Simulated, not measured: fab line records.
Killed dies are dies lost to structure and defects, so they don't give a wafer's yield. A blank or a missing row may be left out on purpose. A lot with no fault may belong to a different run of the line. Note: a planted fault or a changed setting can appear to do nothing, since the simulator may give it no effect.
Matching of chambers / flow sky130 / SKY_VIA2_CMP_24 on cmp-02: 4 sister chambers
The step polishes, stops on SiO2, t overpolish 20 s, target thk 0 nm. 8 wafers are shown with their chamber, then 12 later ones without.

WAFERS, EACH WITH ITS CHAMBER
wafer=L083.4; chamber=1; motor-current-A (A)=10.9; time-to-endpoint-s (s)=109
wafer=L084.5; chamber=2; motor-current-A (A)=11.9; time-to-endpoint-s (s)=104
wafer=L085.1; chamber=2; motor-current-A (A)=11.0; time-to-endpoint-s (s)=104
wafer=L085.2; chamber=3; motor-current-A (A)=13.3; time-to-endpoint-s (s)=102
wafer=L085.6; chamber=1; motor-current-A (A)=10.8; time-to-endpoint-s (s)=113
wafer=L088.2; chamber=3; motor-current-A (A)=13.4; time-to-endpoint-s (s)=96
wafer=L088.3; chamber=0; motor-current-A (A)=9.9; time-to-endpoint-s (s)=96
wafer=L088.6; chamber=0; motor-current-A (A)=10.2; time-to-endpoint-s (s)=98

WAFERS WHOSE CHAMBER IS MISSING
wafer=L090.1; motor-current-A (A)=10.2; time-to-endpoint-s (s)=91
wafer=L090.2; motor-current-A (A)=14.3; time-to-endpoint-s (s)=99
wafer=L090.6; motor-current-A (A)=9.9; time-to-endpoint-s (s)=94
wafer=L090.3; motor-current-A (A)=12.4; time-to-endpoint-s (s)=99
wafer=L090.4; motor-current-A (A)=11.2; time-to-endpoint-s (s)=106
wafer=L090.5; motor-current-A (A)=10.2; time-to-endpoint-s (s)=106
wafer=L093.1; motor-current-A (A)=9.8; time-to-endpoint-s (s)=90
wafer=L093.3; motor-current-A (A)=11.5; time-to-endpoint-s (s)=97
wafer=L093.6; motor-current-A (A)=10.8; time-to-endpoint-s (s)=103
wafer=L094.2; motor-current-A (A)=11.2; time-to-endpoint-s (s)=107
wafer=L094.3; motor-current-A (A)=12.8; time-to-endpoint-s (s)=101
wafer=L094.6; motor-current-A (A)=10.0; time-to-endpoint-s (s)=97

THE CHAMBER EACH PASSED THROUGH
wafer=L090.1; from the rows above=0; in truth=0
wafer=L090.2; from the rows above=3; in truth=3
wafer=L090.6; from the rows above=0; in truth=0
wafer=L090.3; from the rows above=can't be placed: 3 or 2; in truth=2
wafer=L090.4; from the rows above=can't be placed: 2 or 1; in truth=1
wafer=L090.5; from the rows above=can't be placed: 1 or 0 or 2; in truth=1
wafer=L093.1; from the rows above=0; in truth=0
wafer=L093.3; from the rows above=can't be placed: 2 or 0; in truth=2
wafer=L093.6; from the rows above=can't be placed: 2 or 1 or 0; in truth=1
wafer=L094.2; from the rows above=can't be placed: 2 or 1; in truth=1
wafer=L094.3; from the rows above=3; in truth=3
wafer=L094.6; from the rows above=0; in truth=0
Placed correctly: 6 of 12. Cannot be placed on the basis of these rows: 6; the candidates contain the true chamber in 6. Number placed wrongly: 0.
How it was worked out, from the rows above alone: a wafer's distance from a chamber is the root of the sum, over the readings, of the square of ((its reading less the chamber's mean) divided by the reading's scatter). The wafer belongs to the nearest chamber; if the next one is less than 2 further off, it can't be placed. Each chamber's mean is taken over the wafers shown for it. The scatter: take each reading less its chamber's mean, square it, sum over the shown wafers, divide by the number of wafers less the number of chambers, and take the root.
